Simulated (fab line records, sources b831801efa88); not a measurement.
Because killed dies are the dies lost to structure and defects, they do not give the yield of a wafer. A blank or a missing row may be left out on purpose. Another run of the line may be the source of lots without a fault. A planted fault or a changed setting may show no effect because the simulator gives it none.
Matching of chambers || flow sfqLine || SFQ_TRILAYER_I0_VIA_BARC_OPEN_VIA_ETCH_046 on rieDiel-03 has 4 sister chambers
The step etches BARC in O2, target depth 125 nm, time 41.7 s. 4 wafers are shown with their chamber, then 9 later ones without.

## WAFERS WITH THEIR CHAMBER
{"wafer": "L861.5", "chamber": 2, "drypumpMotorCurrentA (A)": 5.76}
{"wafer": "L866.6", "chamber": 1, "drypumpMotorCurrentA (A)": 5.59}
{"wafer": "L867.5", "chamber": 0, "drypumpMotorCurrentA (A)": 5.44}
{"wafer": "L867.6", "chamber": 3, "drypumpMotorCurrentA (A)": 5.82}

## WAFERS WHOSE CHAMBER IS MISSING
{"wafer": "L869.1", "drypumpMotorCurrentA (A)": 5.43}
{"wafer": "L869.2", "drypumpMotorCurrentA (A)": 5.76}
{"wafer": "L869.6", "drypumpMotorCurrentA (A)": 5.76}
{"wafer": "L870.1", "drypumpMotorCurrentA (A)": 5.60}
{"wafer": "L870.2", "drypumpMotorCurrentA (A)": 5.75}
{"wafer": "L870.4", "drypumpMotorCurrentA (A)": 5.79}
{"wafer": "L872.1", "drypumpMotorCurrentA (A)": 5.64}
{"wafer": "L872.3", "drypumpMotorCurrentA (A)": 5.44}
{"wafer": "L872.5", "drypumpMotorCurrentA (A)": 5.78}

## EACH ONE'S CHAMBER
{"wafer": "L869.1", "from the rows above": 0, "in truth": 0}
{"wafer": "L869.2", "from the rows above": 2, "in truth": 2}
{"wafer": "L869.6", "from the rows above": 2, "in truth": 2}
{"wafer": "L870.1", "from the rows above": 1, "in truth": 1}
{"wafer": "L870.2", "from the rows above": 2, "in truth": 2}
{"wafer": "L870.4", "from the rows above": "can't be placed: 2 or 3", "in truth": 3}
{"wafer": "L872.1", "from the rows above": 1, "in truth": 1}
{"wafer": "L872.3", "from the rows above": 0, "in truth": 0}
{"wafer": "L872.5", "from the rows above": "can't be placed: 2 or 3", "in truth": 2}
Correctly placed: 7 of 9. Unplaceable from these rows: 2, with the true chamber sitting among the candidates in 2. Placed wrongly: 0.
How it was worked out, from the rows above alone: a wafer's distance from a chamber is the root of the sum, over the readings, of the square of ((its reading less the chamber's mean) divided by the reading's scatter). If the next closest chamber is less than 2 further off than the closest, the wafer can't be placed; otherwise it belongs to the closest. A chamber's mean is the mean of its shown wafers. The scatter (one wafer shown for each chamber): square how far every hidden wafer sits from the nearest shown wafer, average those squares and take the square root.
